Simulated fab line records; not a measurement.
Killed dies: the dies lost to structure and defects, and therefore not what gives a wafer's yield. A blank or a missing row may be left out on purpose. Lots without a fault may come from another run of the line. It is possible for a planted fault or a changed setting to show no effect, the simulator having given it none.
Problem report in the 8D (eight disciplines) form, filled by code / flow gf180mcu / the parts of the form that need people (team, actions taken, sign-off) are left out

== 1. THE ISSUE ==
Across 6 wafers from 2 lots, M4_ALCU_RS at GF_M4_RS_MEAS_05 averages 0.0607 ohm/sq, while fault-free wafers read 0.0694 ohm/sq with a standard deviation of 0.00073. Measured from the usual mean, that is -12 standard deviations.
The step: measures by four-point-probe.
First seen on wafer L425.1, day 26 23:46, on film_metro-01. The record holds 33 wafers of 11 lots with a number at this step. Rule for "out", or "out of limits": more than 4 standard deviations from the usual mean. The rest of the wafers with a number are treated as sound.

== 2. WHAT IT IS AND WHAT IT IS NOT ==
question=which readings at this step | is=M4_ALCU_RS | is not=-
question=which lots | is=L425, L427 | is not=L413, L414, L415, L416, L419, L421, L422, L433, L435
question=which wafers of those lots | is=all that have a number | is not=-
question=read on which gauges | is=film_metro-01 | is not=film_metro-02, film_metro-04
question=when | is=from day 26 23:46 | is not=up to then (21 sound wafers); but 6 sound wafers of L433, L435 came after

== 3. WHAT RULES OUT EACH SUSPECT ==
Counting: a tool at a process step up to the reading stays a suspect if it ran every lot that is out and no sound lot after the first of them.
- the gauge at GF_M4_RS_MEAS_05: kept. All the wafers that are out were read on film_metro-01, and no step on other tools shows them out.
- cmp-01 at GF_V3_CMP_26 (polishes, stops on SiO2, t overpolish 15 s, target thk 0 nm): ruled out as a lasting fault. Sound lots L435 ran on it after its first lot that is out, L425 (day 26 23:14).
- pvd_sputter-02 at GF_M4_SPUTTER_02 (material AlCu, target thk 450 nm, time 23.9 s): kept. Every lot that is out went through it, starting with L425 (day 26 23:40), and after that it ran no sound lot; the last sound lot it ran before then is L422 (day 26 01:36).
The count leaves film_metro-01 at GF_M4_RS_MEAS_05 and pvd_sputter-02 at GF_M4_SPUTTER_02.

== 4. THE CAUSE (what the simulator had put in) ==
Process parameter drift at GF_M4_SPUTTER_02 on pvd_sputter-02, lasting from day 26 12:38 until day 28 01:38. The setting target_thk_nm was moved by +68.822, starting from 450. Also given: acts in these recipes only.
This tool is one of the 2 suspects left after counting.

== 5. THE CHAIN OF EFFECTS, in route order ==
Each row: a reading where the mean over the struck wafers with a number is more than 3 standard deviations away from the usual. Only readings for which the record gives a usual standard deviation are gone through. hours: the time from each lot's start at the first step in this table that gives one to its start at this step, as a median over the lots. sigmas: the change in usual standard deviations.
hours=0; step=GF_M4_RS_MEAS_05; reading=M4_ALCU_RS; usual=0.0694 ohm/sq; on struck wafers=0.0607; change=-0.0087; sigmas=-12
hours=5; step=GF_M4_THK_MEAS_06; reading=M4_ALCU_THK; usual=440 nm; on struck wafers=505; change=+65; sigmas=+13

== 6. HOW IT WOULD HAVE BEEN CAUGHT EARLIER ==
11 hours passed between the start of the fault at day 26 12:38 and the first reading out of limits at a measuring or inspecting step in this record, taken at day 26 23:46.
An alarm limit of 4 standard deviations would not have fired on the tool readings at GF_M4_SPUTTER_02 for which the record gives a usual standard deviation, since none of them was out on any struck wafer.
Among the 2 lots that are out, L427 began GF_M4_SPUTTER_02 on pvd_sputter-02 after day 26 23:46. Putting the tool on hold at that point would have spared it.
